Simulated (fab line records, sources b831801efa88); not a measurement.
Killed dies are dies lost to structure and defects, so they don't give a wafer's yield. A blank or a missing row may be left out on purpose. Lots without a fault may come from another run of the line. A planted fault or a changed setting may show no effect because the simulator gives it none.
fab line records | flow sky130
record lots=11 wafers=33 last_day=50
route steps=708 shown LI_CONTACT@375 LOCAL_INTERCONNECT@399 CONTACT@411 PAD_OPEN@708
lots that met no fault: from a run of the same line without faults
start_h: hours from the record's first day to the start of the lot's first wafer shown | wait_h: hours since the lot's step before | " the same as in the row above | L1.1+2: a row that stands for several wafers | - no value, or no start given | * or withheld: withheld | < > ~ a bound
route shown NAME@n: a module of which the file shows steps, and the number in the route of the first | usual: mean/standard deviation of fault-free wafers | same: alike in all rows | chamber/n: place in a boat | sites: the reading at each site | _std_site: their standard deviation | _edge_site: outer sites' mean less inner sites' | radius_mm: how far each site lies from the wafer's centre | mask NAME#n: copy n | behind: the tool/chamber that last shaped the wafer | hold: why the lot was held/for how many hours/how that ended | device: the transistor (n, p or np) that didn't switch | end of line: the same wafers' tests at the end of the route | a step without rows: its recipe alone | killed: dies lost to structure and defects at the first sort, not the wafer's yield | map: a wafer's dies, x killed, . not, _ none there
set.NAME: the setting as run; set.NAME@STEP: as run at that earlier step | model.NAME: the simulator's own value behind a step, which no gauge read
steps of the route over a sample of lots; a table a step, a row a wafer
services: from which hour (start_h, from the record's first day; less than 0 if before it) a tool's chamber was out of use, for how many hours, and why
## steps
# step SKY_LI_CONTACT_OVL_MEAS_13
# usual LI_CONTACT_OVL=-1/5.4
# columns lot.wafer tool chamber start_h wait_h LI_CONTACT_OVL[nm]
L962.2 overlay-01 - 683.33 0.1 0
L962.3 " - " " 1
L962.6 " - " " 2
L964.1 overlay-01 - 699.44 0.1 2
L964.2 " - " " 2
L964.5 " - " " 6
L963.1 overlay-02 - 699.54 0.1 9
L963.2 " - " " -4
L963.6 " - " " 5
L966.1 overlay-01 - 737.43 0.1 0
L966.2 " - " " 3
L966.6 " - " " -1
L969.1 overlay-02 - 749.59 0.1 -2
L969.2 " - " " -5
L969.3 " - " " 2
L970.1 overlay-02 - 754.43 0.1 -12
L970.3 " - " " -6
L970.6 " - " " -2
L976.1 overlay-01 - 812.64 0.1 -3
L976.2 " - " " -6
L976.5 " - " " -3
L978.1 overlay-02 - 816.68 0.1 1
L978.2 " - " " -5
L978.5 " - " " 0
L980.3 overlay-02 - 826.24 0.1 0
L980.5 " - " " -2
L980.6 " - " " 1
L982.2 overlay-02 - 848.85 0.1 -1
L982.3 " - " " 5
L982.4 " - " " -6
L984.1 overlay-02 - 854.09 0.1 -5
L984.2 " - " " 0
L984.5 " - " " -4
# step SKY_LOCAL_INTERCONNECT_OVL_MEAS_12
# usual LOCAL_INTERCONNECT_OVL=-3/5.7
# columns lot.wafer tool chamber start_h wait_h LOCAL_INTERCONNECT_OVL[nm]
L962.2 overlay-01 - 712.40 0.1 -3
L962.3 " - " " -2
L962.6 " - " " 1
L964.1 overlay-02 - 728.74 0.1 -8
L964.2 " - " " -7
L964.5 " - " " -1
L963.1 overlay-01 - 728.87 0.1 -12
L963.2 " - " " -9
L963.6 " - " " -10
L966.1 overlay-01 - 765.67 0.1 -1
L966.2 " - " " 1
L966.6 " - " " -4
L969.1 overlay-01 - 778.57 0.1 -7
L969.2 " - " " -5
L969.3 " - " " 3
L970.1 overlay-02 - 783.77 0.1 -9
L970.3 " - " " -11
L970.6 " - " " -3
L976.1 overlay-01 - 847.74 0.1 -1
L976.2 " - " " -4
L976.5 " - " " 0
L978.1 overlay-02 - 849.18 0.1 -4
L978.2 " - " " -5
L978.5 " - " " -11
L980.3 overlay-02 - 853.14 0.1 -4
L980.5 " - " " -3
L980.6 " - " " 3
L982.2 overlay-02 - 876.54 0.1 9
L982.3 " - " " 7
L982.4 " - " " 4
L984.1 overlay-02 - 881.27 0.1 -6
L984.2 " - " " -5
L984.5 " - " " -5
# step SKY_LOCAL_INTERCONNECT_ETCH_13
# recipe chemistry=N2/H2 target=BARC ion_energy_ev=200 bias_w=100 pressure_mtorr=30 n2_flow_sccm=100 h2_flow_sccm=200 icp_w=500 stop_on=SiO2 time_s=45.9 target_depth_a=600
# usual drypump_motor_current_A=5.9/0.44 oes_product_au=0.856/0.0048 throttle_valve_pct=13.225/0.01
# columns lot.wafer tool chamber start_h wait_h drypump_motor_current_A oes_product_au rf_hours_counter_h throttle_valve_pct
L962.2 rie_metal-02 1 712.43 0.0 5.9 0.849 0 13.228
L962.3 " 0 " " 6.3 0.854 - 13.229
L962.6 " 1 " " 5.9 0.853 - 13.208
L964.1 rie_metal-02 1 728.78 0.0 5.9 0.858 0 13.235
L964.2 " 0 " " 6.2 0.855 12 13.237
L964.5 " 1 " " 5.9 0.850 - 13.229
L963.1 rie_metal-04 0 728.91 0.0 5.0 0.859 3 13.227
L963.2 " 1 " " 6.5 0.863 14 13.217
L963.6 " 0 " " 5.0 0.850 - 13.216
L966.1 rie_metal-02 1 765.71 0.0 5.9 0.856 2 13.230
L966.2 " 0 " " 6.2 0.850 14 13.220
L966.6 " 0 " " 6.2 0.860 - 13.218
L969.1 rie_metal-02 0 778.61 0.0 6.2 0.856 14 13.207
L969.2 " 0 " " 6.2 0.862 - 13.224
L969.3 " 0 " " 6.2 0.855 - 13.234
L970.1 rie_metal-01 0 783.81 0.0 5.8 0.856 3 13.224
L970.3 " 0 " " 5.8 0.852 - 13.223
L970.6 " 0 " " 5.8 0.859 - 13.232
L976.1 rie_metal-02 1 847.78 0.0 5.9 0.799 4 13.218
L976.2 " 0 " " 6.3 0.855 17 13.239
L976.5 " 0 " " 6.3 0.790 - 13.207
L978.1 rie_metal-02 0 849.22 0.0 6.3 0.787 17 13.216
L978.2 " 1 " " 5.9 0.853 4 13.207
L978.5 " 0 " " 6.3 0.799 - 13.210
L980.3 rie_metal-02 0 853.19 0.0 6.2 0.862 - 13.222
L980.5 " 0 " " 6.2 0.803 - 13.208
L980.6 " 1 " " 5.9 0.796 - 13.200
L982.2 rie_metal-04 0 876.57 0.0 5.0 0.851 10 13.222
L982.3 " 0 " " 5.0 0.866 - 13.220
L982.4 " 1 " " 6.6 0.858 - 13.240
L984.1 rie_metal-04 0 881.31 0.0 5.0 0.852 10 13.234
L984.2 " 1 " " 6.5 0.853 4 13.241
L984.5 " 1 " " 6.5 0.850 - 13.217
# step SKY_LOCAL_INTERCONNECT_METAL_ETCH_14
# recipe target_depth_nm=110 stop_on=PSG chemistry=Cl2/BCl3 target=TiN resist_sidewall_deg=88 pressure_mtorr=10 icp_w=900 bias_w=48.5 Cl2_flow_sccm=60 bcl3_flow_sccm=30 time_s=31.4
# usual drypump_motor_current_A=5.9/0.44 mfc_cl2_sccm=59.96/0.16 oes_product_au=0.942/0.008 throttle_valve_pct=21.900/0.0099
# columns lot.wafer tool chamber start_h wait_h drypump_motor_current_A mfc_cl2_sccm oes_product_au rf_hours_counter_h throttle_valve_pct
L962.2 rie_metal-02 1 712.49 0.0 5.9 59.86 0.936 0 21.888
L962.3 " 0 " " 6.2 59.96 0.939 - 21.897
L962.6 " 1 " " 5.8 59.95 0.949 - 21.901
L964.1 rie_metal-02 1 728.84 0.0 5.9 60.18 0.940 1 21.906
L964.2 " 0 " " 6.2 59.93 0.947 12 21.899
L964.5 " 1 " " 5.8 59.97 0.936 - 21.910
L963.1 rie_metal-04 0 728.97 0.0 5.0 60.10 0.933 3 21.922
L963.2 " 1 " " 6.5 60.15 0.941 14 21.918
L963.6 " 0 " " 5.0 60.20 0.933 - 21.903
L966.1 rie_metal-02 1 765.77 0.0 5.9 60.09 0.942 2 21.911
L966.2 " 0 " " 6.2 59.86 0.936 14 21.903
L966.6 " 0 " " 6.2 60.06 0.945 - 21.891
L969.1 rie_metal-02 0 778.73 0.1 6.2 59.96 0.931 14 21.900
L969.2 " 0 " " 6.2 59.91 0.936 - 21.905
L969.3 " 0 " " 6.2 60.09 0.947 - 21.896
L970.1 rie_metal-01 0 783.87 0.0 5.7 59.88 0.944 4 21.904
L970.3 " 0 " " 5.8 59.80 0.935 - 21.917
L970.6 " 0 " " 5.7 59.96 0.940 - 21.898
L976.1 rie_metal-02 1 847.84 0.0 5.9 59.65 0.373 4 22.266
L976.2 " 0 " " 6.2 60.05 0.943 17 21.901
L976.5 " 0 " " 6.3 59.74 0.374 - 22.264
L978.1 rie_metal-02 0 849.28 0.0 6.2 59.99 0.375 17 22.264
L978.2 " 1 " " 5.8 59.92 0.948 4 21.874
L978.5 " 0 " " 6.2 60.01 0.378 - 22.251
L980.3 rie_metal-02 0 853.25 0.0 6.2 59.81 0.933 - 21.883
L980.5 " 0 " " 6.2 60.05 0.371 - 22.257
L980.6 " 1 " " 5.9 59.25 0.373 - 22.254
L982.2 rie_metal-04 0 876.63 0.0 5.0 60.00 0.935 10 21.905
L982.3 " 0 " " 5.0 59.90 0.953 - 21.886
L982.4 " 1 " " 6.5 59.97 0.945 - 21.897
L984.1 rie_metal-04 0 881.37 0.0 4.9 59.94 0.941 10 21.905
L984.2 " 1 " " 6.5 59.77 0.943 4 21.904
L984.5 " 1 " " 6.5 60.10 0.948 - 21.904
# step SKY_CONTACT_BOW_MEAS_05
# recipe mode=bow
# usual CONTACT_BOW=81/6.6
# columns lot.wafer tool chamber start_h wait_h CONTACT_BOW[um]
L962.2 film_metro-01 - 713.77 0.2 83
L962.3 " - " " 80
L962.6 " - " " 85
L964.1 film_metro-02 - 730.08 0.2 70
L964.2 " - " " 79
L964.5 " - " " 85
L963.1 film_metro-01 - 730.18 0.2 87
L963.2 " - " " 72
L963.6 " - " " 72
L966.1 film_metro-02 - 766.94 0.1 82
L966.2 " - " " 90
L966.6 " - " " 87
L969.1 film_metro-01 - 779.95 0.1 84
L969.2 " - " " 79
L969.3 " - " " 90
L970.1 film_metro-04 - 785.10 0.1 78
L970.3 " - " " 86
L970.6 " - " " 77
L976.1 film_metro-04 - 849.21 0.1 85
L976.2 " - " " 97
L976.5 " - " " 90
L978.1 film_metro-04 - 850.56 0.2 78
L978.2 " - " " 91
L978.5 " - " " 88
L980.3 film_metro-01 - 854.43 0.1 94
L980.5 " - " " 82
L980.6 " - " " 72
L982.2 film_metro-02 - 877.95 0.1 79
L982.3 " - " " 88
L982.4 " - " " 87
L984.1 film_metro-02 - 882.60 0.2 78
L984.2 " - " " 85
L984.5 " - " " 82
# step SKY_CONTACT_CD_MEAS_14
# recipe target_cd_nm=170
# usual cd_nm=169.9/1.6
# columns lot.wafer tool chamber start_h wait_h cd_nm
L962.2 cd_sem-01 - 741.23 - 169.7
L962.3 " - " " 168.9
L962.6 " - " " 169.0
L964.1 cd_sem-01 - 756.96 - 173.3
L964.2 " - " " 172.0
L964.5 " - " " 171.8
L963.1 cd_sem-02 - 757.31 - 167.0
L963.2 " - " " 166.7
L963.6 " - " " 167.2
L966.1 cd_sem-02 - 793.15 - 169.3
L966.2 " - " " 168.6
L966.6 " - " " 168.5
L969.1 cd_sem-02 - 806.33 - 172.0
L969.2 " - " " 170.4
L969.3 " - " " 169.2
L970.1 cd_sem-02 - 811.99 - 170.8
L970.3 " - " " 170.7
L970.6 " - " " 172.4
L976.1 cd_sem-02 - 874.51 - -
L976.2 " - " " 170.3
L976.5 " - " " -
L978.1 cd_sem-01 - 876.45 - -
L978.2 " - " " 168.9
L978.5 " - " " -
L980.3 cd_sem-01 - 880.24 - 169.0
L980.5 " - " " -
L980.6 " - " " -
L982.2 cd_sem-02 - 903.37 - 169.4
L982.3 " - " " 169.8
L982.4 " - " " 170.9
L984.1 cd_sem-02 - 907.62 - 170.2
L984.2 " - " " 169.9
L984.5 " - " " 170.2
# step SKY_CONTACT_OVL_MEAS_15
# usual CONTACT_OVL=3/5.4
# columns lot.wafer tool chamber start_h wait_h CONTACT_OVL[nm]
L962.2 overlay-02 - 741.33 0.1 5
L962.3 " - " " 1
L962.6 " - " " 13
L964.1 overlay-02 - 757.08 0.1 2
L964.2 " - " " -9
L964.5 " - " " 0
L963.1 overlay-01 - 757.43 0.1 5
L963.2 " - " " 7
L963.6 " - " " 4
L966.1 overlay-01 - 793.27 0.1 11
L966.2 " - " " 5
L966.6 " - " " 2
L969.1 overlay-01 - 806.45 0.1 -2
L969.2 " - " " 4
L969.3 " - " " -9
L970.1 overlay-02 - 812.11 0.1 2
L970.3 " - " " 2
L970.6 " - " " 2
L976.1 overlay-01 - 874.63 0.1 -
L976.2 " - " " 3
L976.5 " - " " -
L978.1 overlay-01 - 876.57 0.1 -
L978.2 " - " " 6
L978.5 " - " " -
L980.3 overlay-01 - 880.33 0.1 -1
L980.5 " - " " -
L980.6 " - " " -
L982.2 overlay-02 - 903.48 0.1 4
L982.3 " - " " 4
L982.4 " - " " 10
L984.1 overlay-01 - 907.74 0.1 -2
L984.2 " - " " 2
L984.5 " - " " 0
# step SKY_PAD_OPEN_PROBE_99
# usual killed_at_M0_to_M3=44/6.5 killed_at_M4_up=3.0/1.5 killed_at_contacts=25/5.1 killed_at_front_end=14/4.1 killed_at_other=0.3/0.57 killed_dies=87/9.5 killed_on_rim=17/3.9 killed_open=48/6.8 killed_short=39/6.2
# same gross_dies=492 killed_at_back_side=0
# columns lot.wafer tool chamber start_h wait_h killed_at_M0_to_M3 killed_at_M4_up killed_at_contacts killed_at_front_end killed_at_other killed_dies killed_on_rim killed_open killed_short
L966.1 prober-02 - 1122.39 0.1 50 1 23 18 0 92 22 54 38
L966.2 prober-02 - 1122.44 0.1 50 0 27 12 0 89 24 61 28
L966.6 prober-02 - 1122.64 0.2 43 5 25 16 0 89 16 46 43
L969.1 prober-02 - 1129.64 0.1 40 1 19 11 0 71 16 40 31
L969.2 prober-02 - 1129.69 0.1 42 4 29 9 0 84 12 44 40
L969.3 prober-02 - 1129.74 0.2 43 5 35 14 0 97 21 58 39
L976.1 prober-02 - 1178.88 0.1 263 62 80 19 68 492 96 46 48
L976.2 prober-02 - 1178.93 0.1 50 1 25 14 1 91 20 58 33
L976.5 prober-02 - 1179.08 0.2 233 65 92 25 77 492 96 56 45
L978.1 prober-01 - 1179.73 0.1 240 69 102 11 70 492 96 36 38
L978.2 prober-01 - 1179.78 0.1 39 1 27 15 1 83 16 45 36
L978.5 prober-01 - 1179.93 0.2 229 74 104 23 62 492 96 48 46
L980.3 prober-02 - 1183.65 0.2 47 4 19 4 0 74 13 37 37
L980.5 prober-02 - 1183.75 0.2 234 79 98 11 70 492 96 49 32
L980.6 prober-02 - 1183.80 0.2 239 80 95 14 64 492 96 44 47
# killed by level:class
L966.1 VIA1:geometric_particle:open=14 CONTACT:geometric_particle:open=12 VIA1:geometric_particle:short=10 LI_CONTACT:geometric_particle:open=7 METAL2:geometric_particle:short=7 FIELD_ISO:geometric_particle:open=6 POLY_GATE:geometric_particle:short=6 VIA2:geometric_particle:open=6
L966.2 VIA1:geometric_particle:open=17 CONTACT:geometric_particle:open=11 VIA2:geometric_particle:open=9 VIA3:geometric_particle:open=7 LI_CONTACT:geometric_particle:open=6 CONTACT:geometric_particle:short=5 VIA1:geometric_particle:short=4 METAL2:geometric_particle:short=4
L966.6 VIA1:geometric_particle:open=13 LI_CONTACT:geometric_particle:open=8 CONTACT:geometric_particle:open=8 CONTACT:geometric_particle:short=6 METAL2:geometric_particle:short=6 VIA1:geometric_particle:short=6 POLY_GATE:geometric_particle:open=5 VIA2:geometric_particle:open=4
L969.1 VIA2:geometric_particle:open=10 VIA1:geometric_particle:open=8 VIA3:geometric_particle:open=7 CONTACT:geometric_particle:short=5 CONTACT:geometric_particle:open=5 LI_CONTACT:geometric_particle:open=4 FIELD_ISO:geometric_particle:short=3 LOCAL_INTERCONNECT:geometric_particle:short=3
L969.2 CONTACT:geometric_particle:open=10 VIA1:geometric_particle:open=9 VIA2:geometric_particle:open=7 METAL1:geometric_particle:short=7 LI_CONTACT:geometric_particle:short=6 LI_CONTACT:geometric_particle:open=6 VIA2:geometric_particle:short=5 VIA3:geometric_particle:open=5
L969.3 CONTACT:geometric_particle:open=14 VIA1:geometric_particle:open=11 LI_CONTACT:geometric_particle:open=10 VIA2:geometric_particle:open=8 LOCAL_INTERCONNECT:geometric_particle:short=5 VIA1:geometric_particle:short=5 LI_CONTACT:geometric_particle:short=4 METAL2:geometric_particle:short=4
L976.1 METAL1:area_expose=44 VIA3:area_expose=39 CAP2M:area_expose=37 VIA2:area_expose=37 METAL3:area_expose=36 METAL2:area_expose=33 METAL4:area_expose=33 LOCAL_INTERCONNECT:area_etch=32
L976.2 VIA1:geometric_particle:open=15 VIA2:geometric_particle:open=11 LI_CONTACT:geometric_particle:open=10 FIELD_ISO:geometric_particle:open=6 METAL2:geometric_particle:short=5 CONTACT:geometric_particle:open=5 VIA3:geometric_particle:open=4 CONTACT:geometric_particle:short=4
L976.5 CAP2M:area_expose=43 METAL3:area_expose=38 VIA1:area_expose=37 LOCAL_INTERCONNECT:area_etch=35 METAL2:area_expose=34 VIA4:area_expose=34 CAPM:area_expose=33 CONTACT:area_expose=32
L978.1 LOCAL_INTERCONNECT:area_etch=49 VIA2:area_expose=39 METAL1:area_expose=38 VIA3:area_expose=38 CAPM:area_expose=36 VIA4:area_expose=35 CAP2M:area_expose=34 METAL4:area_expose=33
L978.2 LI_CONTACT:geometric_particle:open=8 CONTACT:geometric_particle:open=8 VIA3:geometric_particle:open=7 VIA2:geometric_particle:open=6 FIELD_ISO:geometric_particle:short=5 METAL1:geometric_particle:short=5 VIA1:geometric_particle:open=5 LI_CONTACT:geometric_particle:short=4
L978.5 VIA3:area_expose=45 CONTACT:area_expose=39 METAL4:area_expose=36 VIA4:area_expose=36 LOCAL_INTERCONNECT:area_etch=36 VIA2:area_expose=35 CAPM:area_expose=35 METAL2:area_expose=30
L980.3 VIA1:geometric_particle:open=11 LI_CONTACT:geometric_particle:open=8 METAL2:geometric_particle:short=7 VIA3:geometric_particle:open=6 VIA1:geometric_particle:short=5 VIA2:geometric_particle:open=5 METAL3:geometric_particle:short=5 LOCAL_INTERCONNECT:geometric_particle:short=4
L980.5 CONTACT:area_expose=42 METAL4:area_expose=39 VIA1:area_expose=38 VIA3:area_expose=36 CAPM:area_expose=36 LOCAL_INTERCONNECT:area_etch=35 VIA4:area_expose=35 CAP2M:area_expose=34
L980.6 VIA4:area_expose=41 LOCAL_INTERCONNECT:area_etch=39 VIA3:area_expose=38 VIA1:area_expose=36 VIA2:area_expose=36 CAPM:area_expose=35 METAL4:area_expose=35 METAL2:area_expose=31
## services
# columns tool chamber start_h hours kind
rie_metal-02 1 690.90 - clean
rie_metal-02 1 690.90 16.4 scheduled_down
rie_metal-02 1 690.90 16.4 vent_cycle
rie_metal-01 - 759.48 14.6 pm
rie_metal-02 1 771.68 11.1 repair
rie_metal-04 1 772.44 - clean
rie_metal-04 1 772.44 19.8 scheduled_down
rie_metal-04 1 772.44 19.8 vent_cycle
rie_metal-01 - 802.96 15.6 pm
rie_metal-02 1 827.87 8.8 repair
rie_metal-01 1 831.32 18.4 repair
rie_metal-01 - 878.92 0.6 repair
## key
first_sign step=SKY_LOCAL_INTERCONNECT_ETCH_13 reading=oes_product_au direction=down sigmas=13 usual=0.856 struck=0.796
effect step=SKY_LOCAL_INTERCONNECT_METAL_ETCH_14 reading=oes_product_au direction=down sigmas=71 usual=0.942 struck=0.374
effect step=SKY_CONTACT_CD_MEAS_14 reading=cd_nm direction=missing
effect step=SKY_CONTACT_OVL_MEAS_15 reading=CONTACT_OVL direction=missing
effect step=SKY_PAD_OPEN_PROBE_99 reading=killed_at_other direction=up sigmas=68 usual=0.3 struck=68.5
met_at SKY_LOCAL_INTERCONNECT_ETCH_13
struck_lots L976,L978,L980
struck_wafers L976.1,L976.5,L978.1,L978.5,L980.5,L980.6
tester_left_out L976,L978,L980
not_acting_at SKY_LI_CONTACT_OVL_MEAS_13,SKY_LOCAL_INTERCONNECT_OVL_MEAS_12,SKY_CONTACT_BOW_MEAS_05
onset_between 778.61 847.78
fault kind=process_parameter_drift tool=rie_metal-02 chamber=- onset_h=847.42 steps=SKY_LOCAL_INTERCONNECT_ETCH_13 channel=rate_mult offset=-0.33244 shape=step end_h=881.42 scope=struck_wafers_only
# tester_left_out: of these lots the tester's yield and bins aren't shown, on N5 and GAA mostly nor the transistor test; their killed dies are dies lost to structure and defects alone, not to doping, threshold or leakage, so they don't give the yield
